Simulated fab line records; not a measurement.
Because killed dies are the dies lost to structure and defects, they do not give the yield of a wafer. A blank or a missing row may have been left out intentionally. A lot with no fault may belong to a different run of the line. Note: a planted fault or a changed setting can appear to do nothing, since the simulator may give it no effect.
Which tool is to blame? | flow gf180mcu | Sampling: 12 lots, 36 wafers, 5 of 602 route steps

## WHAT THE GAUGES SHOWED, per wafer
GF_MVPSD_TW_MEAS_11. Usual: for MVPSD_TW the level is 551 and the standard deviation is 5.2.
lot  | measured     | on            | MVPSD_TW                | flag
L735 | day 5 04:58  | film_metro-01 | 560 557 560             |
L737 | day 5 14:13  | film_metro-02 | 548 548 549             |
L739 | day 5 23:18  | film_metro-03 | 549 548 546             |
L740 | day 6 04:01  | film_metro-03 | 543 548 547             |
L741 | day 6 10:28  | film_metro-01 | 556 558 557             |
L744 | day 7 05:34  | film_metro-01 | 560 560 559             |
L748 | day 8 02:13  | film_metro-01 | 558 557 556             |
L751 | day 9 00:27  | film_metro-03 | 547 548 549             |
L753 | day 9 16:26  | film_metro-02 | 552 555 550             |
L755 | day 10 08:48 | film_metro-01 | 558 559 563             |
L757 | day 10 13:37 | film_metro-02 | 578 579 578 579 578 582 | OFF
L758 | day 10 23:47 | film_metro-03 | 572 577 573 571 571 573 | OFF

GF_VT_IMPLANT_RS_MEAS_49: measurement is done with a four-point probe. Usual: for MVPSD_RS the level is 1168.7 ohm/sq and the standard deviation is 2.9.
lot  | measured     | on            | MVPSD_RS (ohm/sq)                         | flag
L735 | day 7 16:10  | film_metro-01 | 1170.4 1166.8 1169.6                      |
L737 | day 8 02:54  | film_metro-01 | 1171.4 1172.2 1170.3                      |
L739 | day 8 12:17  | film_metro-03 | 1162.5 1165.5 1162.3                      |
L740 | day 8 19:13  | film_metro-02 | 1168.5 1167.9 1169.8                      |
L741 | day 9 02:12  | film_metro-02 | 1167.8 1168.3 1168.9                      |
L744 | day 9 23:50  | film_metro-01 | 1172.0 1166.4 1174.4                      |
L748 | day 10 23:35 | film_metro-01 | 1171.0 1169.0 1168.7                      |
L751 | day 12 01:56 | film_metro-01 | 1170.1 1168.5 1168.0                      |
L753 | day 12 18:24 | film_metro-03 | 1169.9 1169.4 1173.7                      |
L755 | day 13 12:42 | film_metro-03 | 1166.0 1165.1 1165.8                      |
L757 | day 13 17:32 | film_metro-02 | 1071.6 1069.4 1069.2 1071.2 1068.7 1068.3 | OFF
L758 | day 14 05:31 | film_metro-02 | 1066.5 1068.0 1069.3 1067.4 1069.3 1070.9 | OFF

GF_PSD_RS_MEAS_14: measurement is done with a four-point probe. Usual: for NSD_RS the level is 46.18 ohm/sq and the standard deviation is 0.086.
lot  | measured     | on            | NSD_RS (ohm/sq)   | flag
L735 | day 14 06:18 | film_metro-02 | 46.17 46.29 46.19 |
L737 | day 14 21:35 | film_metro-03 | 46.28 46.09 46.11 |
L739 | day 15 10:31 | film_metro-02 | 46.12 46.13 46.04 |
L740 | day 15 17:31 | film_metro-04 | 46.18 46.15 46.12 |
L741 | day 16 00:19 | film_metro-04 | 46.11 46.18 46.18 |
L744 | day 17 05:11 | film_metro-02 | 46.17 46.30 46.24 |
L748 | day 18 11:23 | film_metro-03 | 46.17 46.05 46.05 |
L751 | day 19 22:38 | film_metro-04 | 46.00 46.03 46.13 |
L753 | day 20 22:53 | film_metro-02 | 46.12 46.21 46.11 |
L755 | day 21 14:04 | film_metro-04 | 46.26 46.31 46.24 |
L757 | day 21 23:05 | film_metro-04 | 46.13 46.30 46.24 |
L758 | day 22 09:22 | film_metro-02 | 46.12 46.25 46.09 |

GF_SAB_OVL_MEAS_10. Usual: for SAB_OVL the level is 0.4 nm and the standard deviation is 1.4.
lot  | measured     | on         | SAB_OVL (nm)   | flag
L735 | day 15 03:47 | overlay-02 | 1.4 2.7 1.4    |
L737 | day 15 19:13 | overlay-01 | -1.7 -0.2 -3.3 |
L739 | day 16 08:41 | overlay-01 | -1.0 -1.0 -1.3 |
L740 | day 16 16:41 | overlay-02 | 1.5 0.9 2.0    |
L741 | day 16 23:59 | overlay-01 | 0.5 -0.2 -0.5  |
L744 | day 18 04:14 | overlay-02 | -0.5 -0.4 -2.4 |
L748 | day 19 11:45 | overlay-01 | 0.9 -0.6 -0.2  |
L751 | day 20 22:48 | overlay-01 | -1.0 -0.6 -1.6 |
L753 | day 21 22:16 | overlay-02 | 1.6 2.5 2.9    |
L755 | day 22 13:17 | overlay-01 | 2.2 -0.3 -0.2  |
L757 | day 22 22:35 | overlay-01 | -1.1 2.1 0.3   |
L758 | day 23 08:22 | overlay-01 | 2.7 0.6 2.5    |

## EACH LOT AND THE TOOL THAT RAN IT (in order: tool; ch and the chambers of the sampled wafers; start)
lot  | GF_MVPSD_IMPLANT_08
L735 | implanter-01 ch 0, day 5 04:35
L737 | implanter-01 ch 0, day 5 13:49
L739 | implanter-04 ch 0, day 5 22:54
L740 | implanter-04 ch 0, day 6 03:39
L741 | implanter-04 ch 0, day 6 10:04
L744 | implanter-04 ch 0, day 7 05:10
L748 | implanter-02 ch 0, day 8 01:49
L751 | implanter-04 ch 0, day 9 00:04
L753 | implanter-02 ch 0, day 9 16:05
L755 | implanter-02 ch 0, day 10 08:24
L757 | implanter-04 ch 0, day 10 13:15
L758 | implanter-04 ch 0, day 10 23:24
- GF_MVPSD_IMPLANT_08

## AS READ BY THE TOOLS THEMSELVES (means over the sampled wafers that have a number; for cases with no such wafer, the mark the record gives instead)
GF_MVPSD_IMPLANT_08. Usual: dose_ions_cm2 1.5001e+13, standard deviation 1.5e+10; faraday_current_uA 84.5, standard deviation 1.6.
lot  | tool         | dose_ions_cm2 | faraday_current_uA | flag
L735 | implanter-01 | 1.5011e+13    | 84.8               |
L737 | implanter-01 | 1.4991e+13    | 82.9               |
L739 | implanter-04 | 1.4985e+13    | 83.8               |
L740 | implanter-04 | 1.4993e+13    | 86.6               |
L741 | implanter-04 | 1.4988e+13    | 84.2               |
L744 | implanter-04 | 1.4997e+13    | 83.2               |
L748 | implanter-02 | 1.5009e+13    | 85.9               |
L751 | implanter-04 | 1.5006e+13    | 83.8               |
L753 | implanter-02 | 1.5013e+13    | 83.5               |
L755 | implanter-02 | 1.4987e+13    | 84.3               |
L757 | implanter-04 | 1.7873e+13    | 100.4              | OFF
L758 | implanter-04 | 1.7868e+13    | 100.9              | OFF

## THE ANSWER, worked out from the rows above alone
Rule: a lot counts as off when the mean over its wafers that have a number is more than 3 standard deviations away from the usual mean. Also off: a lot with no number at a reading for which 4 or more lots have one. Where the step has rows for the other lots, those lots are counted as sound. First the gauges in route order, then the tools' own readings, where a lot's mean is used as printed above. The first step at which some lot is off is used, and at that step the reading that is off furthest; a lot without a number counts as furthest.
Off: at GF_MVPSD_TW_MEAS_11 (MVPSD_TW), L757, L758.
A tool fits if, at a process step before that reading, it ran every lot that is off, and no sound lot after the first of them. The gauges at GF_MVPSD_TW_MEAS_11 aren't tried: what is off there is off at GF_MVPSD_IMPLANT_08 too, on other tools, and a gauge's error can't cause that. One candidate fits, namely implanter-04 at GF_MVPSD_IMPLANT_08. Its last sound lot is L751 (day 9 00:04), its first lot that is off L757 (day 10 13:15): a fault that began between those two fits.
The tool's own readings at GF_MVPSD_IMPLANT_08 bear it out: on the lots that are off they differ by more than 5 times the standard deviation of the sound lots' means. dose_ions_cm2 reads 1.7870e+13 there against 1.4998e+13 on the sound lots; faraday_current_uA reads 100.7 there against 84.3 on the sound lots.

## WHAT WAS PUT IN BY THE SIMULATOR
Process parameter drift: implanter-04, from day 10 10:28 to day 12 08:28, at GF_MVPSD_IMPLANT_08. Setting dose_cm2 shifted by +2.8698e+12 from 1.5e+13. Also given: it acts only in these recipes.
Struck lots among those shown: L757, L758. The rule above reached the same finding.
